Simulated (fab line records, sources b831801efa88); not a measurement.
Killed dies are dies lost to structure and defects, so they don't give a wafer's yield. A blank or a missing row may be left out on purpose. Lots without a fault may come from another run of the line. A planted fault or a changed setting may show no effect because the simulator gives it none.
Which tool did it? | flow gf180mcu | 13 lots, 39 wafers sampled, at 3 steps of a route of 602

WHAT THE GAUGES READ, wafer by wafer
GF_M4_OVL_MEAS_15. Usual: M4_OVL -7 nm, standard deviation 7.6.
lot  | measured     | on         | M4_OVL (nm) | flag
L364 | day 23 05:02 | overlay-02 | -4 4 -4     |
L366 | day 23 23:50 | overlay-01 | 10 4 1      |
L367 | day 24 09:11 | overlay-02 | -8 -10 -10  |
L368 | day 24 14:05 | overlay-01 | -16 -16 -15 |
L369 | day 25 06:08 | overlay-02 | -7 -1 -4    |
L370 | day 25 15:41 | overlay-02 | -8 -7 -7    |
L371 | day 25 19:59 | overlay-02 | -7 -10 -1   |
L372 | day 26 07:59 | overlay-02 | -6 -6 -4    |
L377 | day 27 22:20 | overlay-01 | 1 0 1       |
L378 | day 28 03:05 | overlay-01 | -9 -4 -10   |
L379 | day 28 05:32 | overlay-02 | -6 -3 -2    |
L383 | day 29 16:51 | overlay-01 | -12 -10 -1  |
L387 | day 30 16:27 | overlay-02 | -11 -7 -14  |

GF_V4_CD_MEAS_14: target cd 260 nm. Usual: cd_nm 260.4 nm, standard deviation 1.3.
lot  | measured     | on        | cd_nm (nm)        | flag
L364 | day 24 04:43 | cd_sem-01 | 259.7 261.4 260.4 |
L366 | day 24 22:55 | cd_sem-01 | 260.8 260.0 260.8 |
L367 | day 25 08:10 | cd_sem-01 | 261.4 259.9 260.8 |
L368 | day 25 12:55 | cd_sem-01 | 261.2 260.4 260.1 |
L369 | day 26 04:44 | cd_sem-02 | 261.9 261.3 261.2 |
L370 | day 26 14:07 | cd_sem-01 | 258.4 257.4 257.9 |
L371 | day 26 18:08 | cd_sem-02 | 260.1 261.2 259.4 |
L372 | day 27 05:34 | cd_sem-01 | 260.3 262.0 261.4 |
L377 | day 28 18:37 | cd_sem-01 | 262.3 262.6 261.1 |
L378 | day 28 23:58 | cd_sem-02 | 258.3 258.9 258.9 |
L379 | day 29 02:32 | cd_sem-02 | 262.7 261.3 262.1 |
L383 | day 30 12:34 | cd_sem-02 | 261.3 263.4 262.3 |
L387 | day 31 12:02 | cd_sem-02 | 260.1 258.8 259.9 |

WHICH TOOL RAN EACH LOT (tool, then ch and the chambers of the sampled wafers, then the start)
lot  | GF_V2_CVD_02
L364 | pecvd-03 ch 0,2, day 18 23:12
L366 | pecvd-03 ch 0,2, day 19 20:16
L367 | pecvd-03 ch 0,1, day 20 06:40
L368 | pecvd-01 ch 0,1, day 20 12:59
L369 | pecvd-01 ch 0,2, day 21 05:38
L370 | pecvd-01 ch 1,2, day 21 16:47
L371 | pecvd-01 ch 1,2, day 21 22:19
L372 | pecvd-03 ch 0,2, day 22 11:08
L377 | pecvd-01 ch 0,1, day 24 02:10
L378 | pecvd-01 ch 0,2, day 24 08:31
L379 | pecvd-01 ch 1,2, day 24 12:22
L383 | pecvd-03 ch 0,1,2, day 26 01:43
L387 | pecvd-03 ch 0,1,2, day 27 05:41
- GF_V2_CVD_02: deposits SiO2 from TEOS, target thk 850 nm, time 94.851 s.

WHAT THE TOOLS THEMSELVES READ (means of the sampled wafers that have a number; where no wafer has one, the mark that the record gives instead)
GF_V2_CVD_02. Usual: heater_power_w 661 W, standard deviation 81.
lot  | tool     | heater_power_w (W) | flag
L364 | pecvd-03 | 559                |
L366 | pecvd-03 | 579                |
L367 | pecvd-03 | 684                |
L368 | pecvd-01 | 646                |
L369 | pecvd-01 | 729                |
L370 | pecvd-01 | 701                |
L371 | pecvd-01 | 716                |
L372 | pecvd-03 | 599                |
L377 | pecvd-01 | 681                |
L378 | pecvd-01 | 713                |
L379 | pecvd-01 | 735                |
L383 | pecvd-03 | 635                |
L387 | pecvd-03 | 662                |

THE ANSWER, worked out from the rows above alone
Rule: a lot is off if the mean of its wafers that have a number lies more than 3 standard deviations from the usual mean. A lot without any number at a reading at which 4 lots or more have one is off too. The other lots that the step has rows for count as sound. The gauges are gone through in route order, then the tools' own readings, and for those a lot's mean is taken as printed above. The first step at which some lot is off is used, and at that step the reading that is off furthest; a lot without a number counts as furthest.
No lot is off at any reading shown: from this, nothing can be told.

WHAT THE SIMULATOR HAD PUT IN
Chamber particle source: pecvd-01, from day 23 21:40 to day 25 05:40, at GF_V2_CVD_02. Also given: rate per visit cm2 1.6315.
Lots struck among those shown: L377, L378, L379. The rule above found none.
